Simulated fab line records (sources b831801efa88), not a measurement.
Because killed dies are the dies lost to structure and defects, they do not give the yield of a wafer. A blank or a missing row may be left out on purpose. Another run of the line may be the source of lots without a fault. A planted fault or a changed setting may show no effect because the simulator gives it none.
Which tool was responsible? / flow sky130 / at 1 step of a route of 708, 14 lots with 42 wafers sampled

== WHAT THE GAUGES READ, wafer by wafer ==
SKY_POLY_GATE_OVL_MEAS_14. Usual: POLY_GATE_OVL typically reads 4 nm, with standard deviation 5.6.
lot=L690; measured=day 15 22:33; on=overlay-02; POLY_GATE_OVL (nm)=5 11 10; flag=
lot=L691; measured=day 16 11:37; on=overlay-02; POLY_GATE_OVL (nm)=-1 8 0; flag=
lot=L692; measured=day 16 23:55; on=overlay-02; POLY_GATE_OVL (nm)=-10 -7 -3; flag=
lot=L693; measured=day 17 08:12; on=overlay-01; POLY_GATE_OVL (nm)=19 20 11; flag=
lot=L695; measured=day 17 15:34; on=overlay-01; POLY_GATE_OVL (nm)=12 12 10; flag=
lot=L694; measured=day 17 19:37; on=overlay-02; POLY_GATE_OVL (nm)=5 5 7; flag=
lot=L697; measured=day 18 22:39; on=overlay-02; POLY_GATE_OVL (nm)=-1 -2 -2; flag=
lot=L699; measured=day 19 07:49; on=overlay-01; POLY_GATE_OVL (nm)=1 4 -1; flag=
lot=L704; measured=day 21 12:03; on=overlay-01; POLY_GATE_OVL (nm)=9 9 9; flag=
lot=L707; measured=day 22 14:49; on=overlay-02; POLY_GATE_OVL (nm)=1 0 -7; flag=
lot=L710; measured=day 23 09:57; on=overlay-01; POLY_GATE_OVL (nm)=4 7 5; flag=
lot=L712; measured=day 24 03:01; on=overlay-02; POLY_GATE_OVL (nm)=-2 -7 -1; flag=
lot=L711; measured=day 24 06:31; on=overlay-01; POLY_GATE_OVL (nm)=2 2 3; flag=
lot=L713; measured=day 24 17:06; on=overlay-02; POLY_GATE_OVL (nm)=6 7 11; flag=

== EACH LOT AND THE TOOL THAT RAN IT (in order: tool; ch and the chambers of the sampled wafers; start) ==
The record holds no process step before these readings.

== AS READ BY THE TOOLS THEMSELVES (means over the sampled wafers that have a number; for cases with no such wafer, the mark the record gives instead) ==
The record holds no such reading with a usual standard deviation.

== THE ANSWER, worked out from the rows above alone ==
Rule: a lot counts as off when the mean over its wafers that have a number is more than 3 standard deviations away from the usual mean. A lot without any number at a reading at which 4 lots or more have one is off too. The other lots that the step has rows for count as sound. First the gauges in route order, then the tools' own readings, where a lot's mean is used as printed above. The first step at which some lot is off is used, and at that step the reading that is off furthest; a lot without a number counts as furthest.
No lot is off on any of the readings shown, so nothing can be concluded from this.

== WHAT THE SIMULATOR HAD INSERTED ==
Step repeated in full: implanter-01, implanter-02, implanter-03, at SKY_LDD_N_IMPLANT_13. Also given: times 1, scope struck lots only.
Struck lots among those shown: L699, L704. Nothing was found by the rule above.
